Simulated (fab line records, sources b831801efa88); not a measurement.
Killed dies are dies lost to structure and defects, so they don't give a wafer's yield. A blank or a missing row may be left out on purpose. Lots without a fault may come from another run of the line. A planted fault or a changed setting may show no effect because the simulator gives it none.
Chamber matching | flow gf180mcu | GF_V5_ETCH_16 on rie_diel-03: 4 sister chambers
The step etches BARC in N2/H2. 4 wafers are shown with their chamber, then 9 later ones without.

WAFERS WITH THEIR CHAMBER
wafer  | chamber | drypump_motor_current_A (A)
L090.1 | 1       | 5.9
L090.2 | 2       | 5.3
L094.5 | 0       | 6.6
L094.6 | 3       | 6.0

WAFERS WITHOUT THEIR CHAMBER
wafer  | drypump_motor_current_A (A)
L095.1 | 6.0
L095.3 | 5.9
L095.5 | 5.9
L096.1 | 5.3
L096.2 | 6.5
L096.6 | 6.1
L097.3 | 6.0
L097.4 | 6.6
L097.5 | 5.3

WHICH CHAMBER EACH WENT THROUGH
wafer  | from the rows above | in truth
L095.1 | 3                   | 3
L095.3 | 1                   | 1
L095.5 | 1                   | 1
L096.1 | 2                   | 2
L096.2 | 0                   | 0
L096.6 | 3                   | 3
L097.3 | 3                   | 3
L097.4 | 0                   | 0
L097.5 | 2                   | 2
Placed correctly: 9 of 9. Can't be placed from these rows: 0. Placed wrongly: 0.
How it was worked out, from the rows above alone: a wafer's distance from a chamber is the root of the sum, over the readings, of the square of ((its reading less the chamber's mean) divided by the reading's scatter). The wafer belongs to the nearest chamber; if the next one is less than 2 further off, it can't be placed. A chamber's mean is the mean of its shown wafers. The scatter: with one shown wafer a chamber, the root of the mean of the squares of how far each hidden wafer lies from its nearest shown one.
